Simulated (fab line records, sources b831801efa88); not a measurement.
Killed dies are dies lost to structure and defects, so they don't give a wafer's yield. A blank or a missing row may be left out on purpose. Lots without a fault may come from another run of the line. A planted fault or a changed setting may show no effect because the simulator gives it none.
Which tool did it? | flow sky130 | 12 lots, 36 wafers sampled, at 5 steps of a route of 708

WHAT THE GAUGES READ, wafer by wafer
The record holds no reading of a measuring or inspecting step that can be judged against a usual standard deviation.

WHICH TOOL RAN EACH LOT (tool, then ch and the chambers of the sampled wafers, then the start)
lot  | SKY_POLY_GATE_ETCH_17            | SKY_METAL3_SPUTTER_01        | SKY_CAP2M_CVD_00                | SKY_METAL4_DESCUM_15              | SKY_PAD_OPEN_PROBE_99
L408 | rie_si-01 ch 0,3, day 16 12:47   | pvd_sputter-04, day 36 06:52 | pecvd-03 ch 1,2, day 39 16:56   | rie_metal-01 ch 0,1, day 41 16:57 | -
L410 | rie_si-02 ch 0,1, day 16 23:31   | pvd_sputter-04, day 36 19:02 | pecvd-04 ch 1,2, day 40 02:52   | rie_metal-03 ch 0,1, day 42 02:41 | -
L409 | rie_si-01 ch 0,3, day 16 23:44   | pvd_sputter-01, day 36 21:38 | pecvd-04 ch 0,1, day 40 06:02   | rie_metal-01 ch 0,1, day 42 06:34 | -
L411 | rie_si-01 ch 0,2,3, day 17 06:32 | pvd_sputter-02, day 37 05:44 | pecvd-04 ch 1,2, day 40 13:17   | rie_metal-01 ch 1, day 42 12:52   | -
L413 | rie_si-01 ch 0,2, day 17 21:04   | pvd_sputter-04, day 37 18:39 | pecvd-04 ch 0,1, day 41 01:46   | rie_metal-03 ch 0,1, day 43 00:54 | -
L414 | rie_si-02 ch 0,3, day 18 07:38   | pvd_sputter-02, day 38 05:25 | pecvd-02 ch 2, day 41 10:04     | rie_metal-03 ch 0,1, day 43 08:26 | -
L415 | rie_si-01 ch 1,3, day 19 19:07   | pvd_sputter-04, day 39 06:19 | pecvd-02 ch 0,1,2, day 42 10:07 | rie_metal-02 ch 0,1, day 44 07:58 | -
L417 | rie_si-01 ch 1,2,3, day 20 05:52 | pvd_sputter-04, day 39 14:13 | pecvd-03 ch 0,1,2, day 42 17:35 | rie_metal-01 ch 1, day 44 15:53   | -
L418 | rie_si-01 ch 1,2, day 21 00:43   | pvd_sputter-02, day 40 05:11 | pecvd-03 ch 0,1, day 43 08:56   | rie_metal-01 ch 0,1, day 45 05:16 | prober-02, day 48 18:52
L419 | rie_si-02 ch 0,1,2, day 21 02:04 | pvd_sputter-02, day 40 07:41 | pecvd-04 ch 0,2, day 43 10:00   | rie_metal-01 ch 0,1, day 45 06:39 | prober-01, day 48 19:28
L421 | rie_si-01 ch 0,1,3, day 22 00:40 | pvd_sputter-01, day 41 03:17 | pecvd-02 ch 0,2, day 44 03:51   | rie_metal-03 ch 0,1, day 45 23:13 | prober-02, day 49 10:43
L429 | rie_si-02 ch 1,2,3, day 24 06:23 | pvd_sputter-04, day 42 18:17 | pecvd-02 ch 0,1,2, day 45 17:13 | rie_metal-03 ch 0,1, day 47 10:08 | -
- SKY_POLY_GATE_ETCH_17: etches poly-Si in HBr/Cl2, stops on SiO2, target depth 180 nm, time 70.5 s.
- SKY_METAL3_SPUTTER_01: material TiN, target thk 20 nm, time 16.7 s.
- SKY_CAP2M_CVD_00: deposits SiO2, target thk 15.5 nm.
- SKY_METAL4_DESCUM_15: chemistry O2, time 8 s.
- SKY_PAD_OPEN_PROBE_99

WHAT THE TOOLS THEMSELVES READ (means of the sampled wafers that have a number; where no wafer has one, the mark that the record gives instead)
SKY_POLY_GATE_ETCH_17. Usual: drypump_motor_current_A 5.82 A, standard deviation 0.28; oes_product_au 0.984 a.u., standard deviation 0.0075; rf_fwd_power_W 397.5 W, standard deviation 1.2; throttle_valve_pct 33.685 %, standard deviation 0.0097.
lot  | tool      | drypump_motor_current_A (A) | oes_product_au (a.u.) | rf_fwd_power_W (W) | throttle_valve_pct (%) | flag
L408 | rie_si-01 | 5.73                        | 0.972                 | 398.3              | 33.684                 |
L410 | rie_si-02 | 5.75                        | 0.984                 | 397.3              | 33.678                 |
L409 | rie_si-01 | 6.01                        | 0.983                 | 397.7              | 33.688                 |
L411 | rie_si-01 | 5.89                        | 0.996                 | 396.5              | 33.700                 |
L413 | rie_si-01 | 5.77                        | 0.981                 | 398.0              | 33.679                 |
L414 | rie_si-02 | 5.97                        | 0.980                 | 398.3              | 33.689                 |
L415 | rie_si-01 | 6.15                        | 0.977                 | 398.0              | 33.677                 |
L417 | rie_si-01 | 6.03                        | 0.983                 | 396.5              | 33.691                 |
L418 | rie_si-01 | 5.91                        | 0.989                 | 398.0              | 33.681                 |
L419 | rie_si-02 | 5.67                        | 0.983                 | 397.2              | 33.693                 |
L421 | rie_si-01 | 5.87                        | 0.987                 | 397.0              | 33.691                 |
L429 | rie_si-02 | 5.68                        | 0.987                 | 397.0              | 33.685                 |

SKY_METAL3_SPUTTER_01. Usual: throttle_valve_pct 29.8 %, standard deviation 0.92.
lot  | tool           | throttle_valve_pct (%) | flag
L408 | pvd_sputter-04 | 30.0                   |
L410 | pvd_sputter-04 | 29.7                   |
L409 | pvd_sputter-01 | 29.9                   |
L411 | pvd_sputter-02 | 29.1                   |
L413 | pvd_sputter-04 | 29.9                   |
L414 | pvd_sputter-02 | 29.6                   |
L415 | pvd_sputter-04 | 31.0                   |
L417 | pvd_sputter-04 | 30.1                   |
L418 | pvd_sputter-02 | 29.2                   |
L419 | pvd_sputter-02 | 29.4                   |
L421 | pvd_sputter-01 | 29.9                   |
L429 | pvd_sputter-04 | 29.9                   |

SKY_CAP2M_CVD_00. Usual: heater_power_w 762 W, standard deviation 130; rf_fwd_power_W 440.9 W, standard deviation 2.
lot  | tool     | heater_power_w (W) | rf_fwd_power_W (W) | flag
L408 | pecvd-03 | 735                | 439.8              |
L410 | pecvd-04 | 687                | 439.9              |
L409 | pecvd-04 | 603                | 440.2              |
L411 | pecvd-04 | 868                | 441.4              |
L413 | pecvd-04 | 553                | 440.9              |
L414 | pecvd-02 | 876                | 442.8              |
L415 | pecvd-02 | 821                | 441.8              |
L417 | pecvd-03 | 739                | 440.6              |
L418 | pecvd-03 | 733                | 442.3              |
L419 | pecvd-04 | 724                | 438.9              |
L421 | pecvd-02 | 809                | 442.6              |
L429 | pecvd-02 | 827                | 439.5              |

SKY_METAL4_DESCUM_15. Usual: drypump_motor_current_A 5.9 A, standard deviation 0.47; oes_product_au 0.995 a.u., standard deviation 0.0088; rf_fwd_power_W 147.1 W, standard deviation 0.82.
lot  | tool         | drypump_motor_current_A (A) | oes_product_au (a.u.) | rf_fwd_power_W (W) | flag
L408 | rie_metal-01 | 5.7                         | 0.996                 | 147.3              |
L410 | rie_metal-03 | 5.7                         | 0.995                 | 146.5              |
L409 | rie_metal-01 | 5.7                         | 0.993                 | 147.2              |
L411 | rie_metal-01 | 6.6                         | 1.009                 | 147.1              |
L413 | rie_metal-03 | 5.7                         | 0.988                 | 146.8              |
L414 | rie_metal-03 | 5.6                         | 0.996                 | 146.8              |
L415 | rie_metal-02 | 5.9                         | 0.991                 | 147.8              |
L417 | rie_metal-01 | 6.6                         | 1.006                 | 147.6              |
L418 | rie_metal-01 | 6.1                         | 0.990                 | 147.2              |
L419 | rie_metal-01 | 6.2                         | 0.994                 | 147.4              |
L421 | rie_metal-03 | 5.7                         | 0.998                 | 146.7              |
L429 | rie_metal-03 | 5.7                         | 0.990                 | 147.0              |

SKY_PAD_OPEN_PROBE_99. Usual: killed_at_M0_to_M3 44, standard deviation 6.9; killed_at_M4_up 3.3, standard deviation 1.7; killed_at_contacts 24, standard deviation 4.7; killed_at_front_end 15, standard deviation 4.5; killed_at_other 0.2, standard deviation 0.49; killed_dies 86, standard deviation 8.4; killed_on_rim 17, standard deviation 4.2; killed_open 47, standard deviation 6.5; killed_short 39, standard deviation 6.
lot  | tool      | killed_at_M0_to_M3 | killed_at_M4_up | killed_at_contacts | killed_at_front_end | killed_at_other | killed_dies | killed_on_rim | killed_open | killed_short | flag
L418 | prober-02 | 38                 | 2.3             | 27                 | 12                  | 0.3             | 80          | 13            | 48          | 32           |
L419 | prober-01 | 46                 | 4.0             | 22                 | 12                  | 0.0             | 84          | 16            | 46          | 37           |
L421 | prober-02 | 40                 | 4.3             | 22                 | 35                  | 0.0             | 102         | 23            | 40          | 42           | OFF

THE ANSWER, worked out from the rows above alone
Rule: a lot is off if the mean of its wafers that have a number lies more than 3 standard deviations from the usual mean. A lot without any number at a reading at which 4 lots or more have one is off too. The other lots that the step has rows for count as sound. The gauges are gone through in route order, then the tools' own readings, and for those a lot's mean is taken as printed above. The first step at which some lot is off is used, and at that step the reading that is off furthest; a lot without a number counts as furthest.
Off: L421, at SKY_PAD_OPEN_PROBE_99 (killed_at_front_end). Neither off nor sound, because the step has no rows for them: L408, L410, L409, L411, L413, L414, L415, L417, L429.
A tool fits if, at that step or a process step before it, it ran every lot that is off, and no sound lot after the first of them. Can't be told from this: 5 tools fit, rie_si-01 at SKY_POLY_GATE_ETCH_17, pvd_sputter-01 at SKY_METAL3_SPUTTER_01, pecvd-02 at SKY_CAP2M_CVD_00, rie_metal-03 at SKY_METAL4_DESCUM_15, prober-02 at SKY_PAD_OPEN_PROBE_99.

WHAT THE SIMULATOR HAD PUT IN
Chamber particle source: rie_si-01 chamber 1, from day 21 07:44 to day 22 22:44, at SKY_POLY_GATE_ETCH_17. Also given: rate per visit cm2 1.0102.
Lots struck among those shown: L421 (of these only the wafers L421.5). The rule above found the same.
